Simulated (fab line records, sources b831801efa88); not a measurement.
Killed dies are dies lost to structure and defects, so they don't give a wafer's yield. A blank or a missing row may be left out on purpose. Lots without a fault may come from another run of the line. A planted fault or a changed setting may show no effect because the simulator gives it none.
A struck lot beside a sound one | flow sky130 | 15 steps out of a route of 708
Sound: wafers L598.2, L598.3, L598.6. Struck: wafer L597.2. (L597.3, L597.6 of the same lot were not struck and are left out.) The cause comes at the end.
At each step with rows: each side's tool, then ch and its chambers, then its first start. Under that, the readings that differ: sound wafers | struck wafers | difference of the means | sigmas: that difference in standard deviations of wafers without a fault.
alike: readings whose means differ by less than 2 such deviations, and words and numbers that are the same on both sides. not compared: withheld readings, readings that some wafer has no value for, bounds like >300 that may hide the same value, and numbers for which the record gives no deviation and whose values overlap.
The two part at a step that has a row with sigmas, a row that says differs or no value, or rows on one side only. Numbers that don't overlap but have no deviation are shown without sigmas and don't part them. A reading that every wafer of one side lacks parts them only if that side has two wafers or more.

SKY_VIA3_ETCH_14: etches BARC in N2/H2, stops on SiO2, time 45.9 s, target depth 60 nm.
  sound on rie_diel-04 ch 1,2, day 41 19:21; struck on rie_diel-03 ch 3, day 42 03:45
  alike: drypump_motor_current_A, oes_product_au, throttle_valve_pct
  not compared: rf_hours_counter_h
SKY_VIA3_ETCH_15: etches SiO2 in C4F8/O2/Ar, stops on TiN, target depth 507 nm, time 78 s.
  sound on rie_diel-04 ch 1,2, day 41 19:23; struck on rie_diel-03 ch 3, day 42 03:48
  alike: oes_product_au
  not compared: rf_hours_counter_h
SKY_VIA3_STRIP_16: strips in O2/N2.
  sound on plasma_asher-04 ch 0,1, day 41 19:27; struck on plasma_asher-03 ch 0, day 42 03:52
  alike: drypump_motor_current_A, oes_product_au, strip_time_to_endpoint_s
  not compared: rf_hours_counter_h
then, 3 steps without rows for these wafers: SKY_VIA3_STRIP_17 (strips in post etch residue remover, time 1200 s); SKY_VIA3_CLEAN_18 (cleans in IPA, time 180 s); SKY_VIA3_CLEAN_19 (cleans in O3/DIW).
SKY_VIA3_SPUTTER_20: material TiN, target thk 20 nm, time 80 s.
  sound on pvd_sputter-01, day 41 20:03; struck on pvd_sputter-04, day 42 04:27
  alike: throttle_valve_pct
then, 1 step without rows for these wafers: SKY_VIA3_CVD_21 (deposits W, target thk 390 nm, time 117.31 s).
SKY_VIA3_RS_MEAS_22: measures by four-point-probe.
  sound on film_metro-03, day 41 20:16; struck on film_metro-01, day 42 04:39
  alike: VIA3_W_RS
SKY_VIA3_THK_MEAS_23: measures by xrf.
  sound on film_metro-03, day 41 20:22; struck on film_metro-01, day 42 04:46
  alike: VIA3_W_THK
then, 2 steps without rows for these wafers: SKY_VIA3_CMP_24 (polishes, stops on SiO2, t overpolish 20 s, target thk 0 nm); SKY_METAL4_SPUTTER_00 (material Ti, target thk 15 nm, time 10 s).
SKY_METAL4_SPUTTER_01: material TiN, target thk 20 nm, time 16.7 s.
  sound on pvd_sputter-03, day 41 20:44; struck on pvd_sputter-03, day 42 05:08
  reading                                    | sound             | struck | difference | sigmas
  model.TiN_of_METAL4_SPUTTER_01.thk_nm (nm) | 20.13 20.21 20.18 | 14.37  | -5.80      |
  alike: throttle_valve_pct
SKY_METAL4_SPUTTER_02: material AlCu, target thk 735 nm, time 39.1 s.
  sound on pvd_sputter-03, day 41 20:46; struck on pvd_sputter-03, day 42 05:10
  alike: throttle_valve_pct
then, 1 step without rows for these wafers: SKY_PAD_OPEN_PROBE_99.

WHERE THEY PART
Nowhere in this record.

WHY: what the simulator had put in
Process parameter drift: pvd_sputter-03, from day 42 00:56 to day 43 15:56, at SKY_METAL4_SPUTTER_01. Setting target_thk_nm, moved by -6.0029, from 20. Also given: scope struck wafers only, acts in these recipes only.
